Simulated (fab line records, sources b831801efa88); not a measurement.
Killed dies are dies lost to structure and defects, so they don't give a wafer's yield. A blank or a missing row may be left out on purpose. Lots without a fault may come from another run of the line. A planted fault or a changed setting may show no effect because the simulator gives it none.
Tool commonality check | flow gf180mcu | 13 lots, 45 wafers sampled

WHY IT WAS OPENED
At GF_PSD_CD_MEAS_07 the reading cd_nm is flagged on 2 of 13 lots. Wafers without a fault read 399.7 nm, standard deviation 2.1.
Rule: a lot is flagged when every wafer of it that has a number lies more than 4 standard deviations from that mean, or none has a number. The other lots count as sound.

lot  | measured     | on        | cd_nm (nm), wafer by wafer          | flag
L683 | day 14 04:47 | cd_sem-02 | 398.9 397.1 398.1                   |
L685 | day 14 16:32 | cd_sem-01 | 396.4 398.0 397.3                   |
L689 | day 16 11:04 | cd_sem-02 | 397.5 396.3 398.5                   |
L690 | day 16 17:01 | cd_sem-01 | 397.9 399.3 400.2                   |
L695 | day 18 17:25 | cd_sem-02 | 396.9 397.6 398.9                   |
L696 | day 19 00:53 | cd_sem-01 | 425.1 425.5 425.6 425.0 425.6 425.9 | FLAGGED
L697 | day 19 01:30 | cd_sem-01 | 420.8 421.4 418.2 420.2 421.6 418.3 | FLAGGED
L700 | day 20 08:29 | cd_sem-01 | 399.1 398.9 398.9                   |
L701 | day 20 14:20 | cd_sem-01 | 401.3 400.8 401.5                   |
L702 | day 20 21:56 | cd_sem-01 | 400.1 400.2 402.8                   |
L703 | day 21 04:56 | cd_sem-02 | 399.0 399.0 396.3                   |
L704 | day 21 14:17 | cd_sem-01 | 396.8 400.4 400.8                   |
L705 | day 21 20:13 | cd_sem-02 | 397.8 399.8 398.4                   |
The numbers of the flagged lots are 422.8 nm on average: +23.1 nm against the usual, or +11 standard deviations.

WHICH TOOL RAN EACH LOT
The record holds 2 process steps before the reading, out of a route of 602 steps. In each cell: the tool, then ch and the chambers that the sampled wafers went through, then the start.
lot  | flag    | GF_HV_LDD_STRIP_49                   | GF_PSD_DEVELOP_06
L683 |         | plasma_asher-02 ch 0,1, day 12 10:26 | litho_track-01 ch 0, day 14 04:38
L685 |         | plasma_asher-04 ch 0,1, day 12 21:50 | litho_track-02 ch 0, day 14 16:23
L689 |         | plasma_asher-04 ch 0,1, day 14 12:44 | litho_track-02 ch 0, day 16 10:53
L690 |         | plasma_asher-03 ch 0,1, day 14 17:35 | litho_track-01 ch 0, day 16 16:52
L695 |         | plasma_asher-03 ch 0,1, day 16 13:49 | litho_track-02 ch 0, day 18 17:16
L696 | FLAGGED | plasma_asher-02 ch 0,1, day 16 23:23 | litho_track-02 ch 0, day 19 00:44
L697 | FLAGGED | plasma_asher-03 ch 0,1, day 16 23:43 | litho_track-02 ch 0, day 19 01:22
L700 |         | plasma_asher-04 ch 0,1, day 18 05:49 | litho_track-01 ch 0, day 20 08:20
L701 |         | plasma_asher-04 ch 0,1, day 18 10:37 | litho_track-01 ch 0, day 20 14:11
L702 |         | plasma_asher-03 ch 0,1, day 18 18:01 | litho_track-04 ch 0, day 20 21:48
L703 |         | plasma_asher-03 ch 0,1, day 19 01:28 | litho_track-04 ch 0, day 21 04:48
L704 |         | plasma_asher-03 ch 0,1, day 19 11:26 | litho_track-01 ch 0, day 21 14:08
L705 |         | plasma_asher-02 ch 0,1, day 19 16:40 | litho_track-04 ch 0, day 21 20:04
What these steps do:
- GF_HV_LDD_STRIP_49: strips in O2/N2.
- GF_PSD_DEVELOP_06: develop time 60 s.
- GF_PSD_CD_MEAS_07: target cd 400 nm.

FLAGGED OVER TOTAL, TOOL BY TOOL (the gauges that took the reading come last)
step               | tool            | lots run | flagged | share of the flagged lots | sound lots run after its first flagged lot
GF_HV_LDD_STRIP_49 | plasma_asher-02 | 3        | 1       | some                      | 1 (L705)
GF_HV_LDD_STRIP_49 | plasma_asher-03 | 6        | 1       | some                      | 3 (L702,L703,L704)
GF_HV_LDD_STRIP_49 | plasma_asher-04 | 4        | 0       | none                      | -
GF_PSD_DEVELOP_06  | litho_track-01  | 5        | 0       | none                      | -
GF_PSD_DEVELOP_06  | litho_track-02  | 5        | 2       | all                       | 0
GF_PSD_DEVELOP_06  | litho_track-04  | 3        | 0       | none                      | -
GF_PSD_CD_MEAS_07  | cd_sem-01       | 8        | 2       | all                       | 4 (L700,L701,L702,L704)
GF_PSD_CD_MEAS_07  | cd_sem-02       | 5        | 0       | none                      | -

WHAT THE TABLE ALLOWS
2 rows of the table ran every flagged lot: litho_track-02 at GF_PSD_DEVELOP_06, cd_sem-01 at GF_PSD_CD_MEAS_07.
- litho_track-02 at GF_PSD_DEVELOP_06: 2 of its 5 lots flagged. Its last sound lot is L695 (day 18 17:16), its first flagged lot L696 (day 19 00:44): a fault that began between those two fits.
- cd_sem-01 at GF_PSD_CD_MEAS_07: 2 of its 8 lots flagged. Sound lots ran on it after the first flagged one (L700, L701, L702, L704), which a lasting fault on the whole tool wouldn't allow.
One tool is left: litho_track-02 at GF_PSD_DEVELOP_06.

WHAT THE SIMULATOR HAD PUT IN
Process parameter drift: litho_track-02, from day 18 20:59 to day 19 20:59, at GF_PSD_DEVELOP_06. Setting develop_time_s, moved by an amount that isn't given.
Lots struck among those shown: L696, L697. The rule above found the same.
